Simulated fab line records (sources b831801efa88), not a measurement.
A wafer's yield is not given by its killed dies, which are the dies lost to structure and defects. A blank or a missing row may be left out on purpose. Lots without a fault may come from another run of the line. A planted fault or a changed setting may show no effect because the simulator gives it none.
Which tool was responsible? :: flow gf180mcu :: route of 602 steps, sampled at 1 step: 7 lots, 21 wafers

WHAT THE GAUGES SHOWED, per wafer
GF_VT_IMPLANT_TW_MEAS_21.
lot: L369
measured: day 6 12:50
on: filmMetro-03
VT_IMPLANT_2_TW: 1187 1181 1187

lot: L371
measured: day 6 22:07
on: filmMetro-01
VT_IMPLANT_2_TW: 1221 1226 1226

lot: L373
measured: day 7 12:26
on: filmMetro-02
VT_IMPLANT_2_TW: 1216 1216 1222

lot: L375
measured: day 8 06:28
on: filmMetro-02
VT_IMPLANT_2_TW: 1238 1240 1239

lot: L382
measured: day 9 23:42
on: filmMetro-03
VT_IMPLANT_2_TW: 1192 1200 1197

lot: L385
measured: day 10 17:20
on: filmMetro-01
VT_IMPLANT_2_TW: 1233 1225 1221

lot: L389
measured: day 11 23:46
on: filmMetro-03
VT_IMPLANT_2_TW: 1197 1202 1203

EACH LOT AND THE TOOL THAT RAN IT (in order: tool; ch and the chambers of the sampled wafers; start)
Record: no process step prior to these readings.

THE ANSWER, worked out from the rows above alone
Rule: the usual values come from the lots themselves. Put in order of their means at a reading, lots are off if they are a third of the lots or fewer, leave a main group of 4 or more, and stand apart from it by a gap of 3 or more times the standard deviation of the main group's means; of several such gaps the widest counts. A main group whose means are all the same, to the digits that the tables above print for the reading, isn't used. A lot without any number at a reading at which 4 lots or more have one is off too. Any other lot the step has rows for is counted as sound.
No lot is off on any of the readings shown, so nothing can be concluded from this.

WHAT HAD BEEN PUT IN BY THE SIMULATOR
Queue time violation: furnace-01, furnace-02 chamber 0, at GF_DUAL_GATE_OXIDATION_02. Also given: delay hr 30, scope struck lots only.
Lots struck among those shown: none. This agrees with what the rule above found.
